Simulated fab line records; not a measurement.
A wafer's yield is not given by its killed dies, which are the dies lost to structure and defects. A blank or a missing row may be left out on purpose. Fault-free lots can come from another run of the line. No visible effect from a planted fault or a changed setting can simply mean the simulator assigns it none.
Which of the tools did it? | flow gf180mcu | Sampling: 10 lots, 30 wafers, 3 of 602 route steps

## WHAT THE GAUGES SHOWED, per wafer
GF_V2_RS_MEAS_24: measures by four-point-probe. Usual: for V2_W_RS the level is 0.329 ohm/sq and the standard deviation is 0.0046.
lot  | measured     | on            | V2_W_RS (ohm/sq)  | flag
L572 | day 20 06:38 | film_metro-02 | 0.339 0.325 0.337 |
L576 | day 21 17:52 | film_metro-01 | 0.330 0.332 0.331 |
L577 | day 22 13:16 | film_metro-01 | 0.324 0.321 0.336 |
L583 | day 24 06:08 | film_metro-04 | 0.404 0.387 0.399 | OFF
L584 | day 24 16:33 | film_metro-01 | 0.395 0.402 0.405 | OFF
L589 | day 26 05:37 | film_metro-02 | 0.321 0.331 0.331 |
L592 | day 27 07:58 | film_metro-02 | 0.327 0.323 0.333 |
L594 | day 27 18:29 | film_metro-01 | 0.329 0.330 0.332 |
L593 | day 27 19:34 | film_metro-01 | 0.334 0.332 0.329 |
L595 | day 28 01:19 | film_metro-01 | 0.327 0.328 0.326 |

GF_V2_THK_MEAS_25: measures by xrf. Usual: for V2_W_THK the level is 346 nm and the standard deviation is 6.8.
lot  | measured     | on            | V2_W_THK (nm) | flag
L572 | day 20 06:46 | film_metro-02 | 333 348 335   |
L576 | day 21 17:59 | film_metro-01 | 349 348 345   |
L577 | day 22 13:23 | film_metro-01 | 358 361 349   |
L583 | day 24 06:14 | film_metro-04 | 282 297 288   | OFF
L584 | day 24 16:39 | film_metro-01 | 294 289 287   | OFF
L589 | day 26 05:44 | film_metro-02 | 351 343 341   |
L592 | day 27 08:04 | film_metro-02 | 340 345 334   |
L594 | day 27 18:36 | film_metro-01 | 348 347 343   |
L593 | day 27 19:41 | film_metro-01 | 342 345 348   |
L595 | day 28 01:26 | film_metro-01 | 352 350 350   |

## EACH LOT AND THE TOOL THAT RAN IT (in order: tool; ch and the chambers of the sampled wafers; start)
lot  | GF_V2_CVD_23
L572 | cvd_w-02 ch 0,1, day 20 06:32
L576 | cvd_w-01 ch 0,1, day 21 17:44
L577 | cvd_w-02 ch 0,1, day 22 13:08
L583 | cvd_w-01 ch 0,1, day 24 06:01
L584 | cvd_w-01 ch 0,1, day 24 16:26
L589 | cvd_w-02 ch 0,1, day 26 05:30
L592 | cvd_w-02 ch 0,1, day 27 07:51
L594 | cvd_w-01 ch 0,1, day 27 18:22
L593 | cvd_w-02 ch 0, day 27 19:26
L595 | cvd_w-01 ch 1, day 28 01:11
- GF_V2_CVD_23: deposits W, target thk 350 nm, time 104.94 s.

## WHAT THE TOOLS THEMSELVES READ (means of the sampled wafers that have a number; where no wafer has one, the mark that the record gives instead)
GF_V2_CVD_23. Usual: chamber_pressure_Torr 40.00 Torr, standard deviation 0.076; heater_power_w 823 W, standard deviation 66.
lot  | tool     | chamber_pressure_Torr (Torr) | heater_power_w (W) | flag
L572 | cvd_w-02 | 39.96                        | 791                |
L576 | cvd_w-01 | 40.00                        | 832                |
L577 | cvd_w-02 | 40.03                        | 846                |
L583 | cvd_w-01 | 40.01                        | 834                |
L584 | cvd_w-01 | 40.00                        | 844                |
L589 | cvd_w-02 | 39.96                        | 797                |
L592 | cvd_w-02 | 39.93                        | 841                |
L594 | cvd_w-01 | 39.95                        | 822                |
L593 | cvd_w-02 | 39.96                        | 745                |
L595 | cvd_w-01 | 40.01                        | 801                |

## THE ANSWER, worked out from the rows above alone
Rule: lot off if the mean of its wafers having a number is beyond 3 standard deviations from the usual mean. Also off: a lot with no number at a reading for which 4 or more lots have one. Any other lot the step has rows for is counted as sound. First the gauges in route order, then the tools' own readings, where a lot's mean is used as printed above. At the first step where some lot is off, the reading lying furthest off is the one used; lots without a number count as furthest.
Off: at GF_V2_RS_MEAS_24 (V2_W_RS), L583, L584.
If a tool, at a process step before that reading, ran all the lots that are off and no sound lot after the first of them, it fits. Gauges at GF_V2_RS_MEAS_24: tried the same way as those tools. Of those tried, none fits.

## WHAT HAD BEEN PUT IN BY THE SIMULATOR
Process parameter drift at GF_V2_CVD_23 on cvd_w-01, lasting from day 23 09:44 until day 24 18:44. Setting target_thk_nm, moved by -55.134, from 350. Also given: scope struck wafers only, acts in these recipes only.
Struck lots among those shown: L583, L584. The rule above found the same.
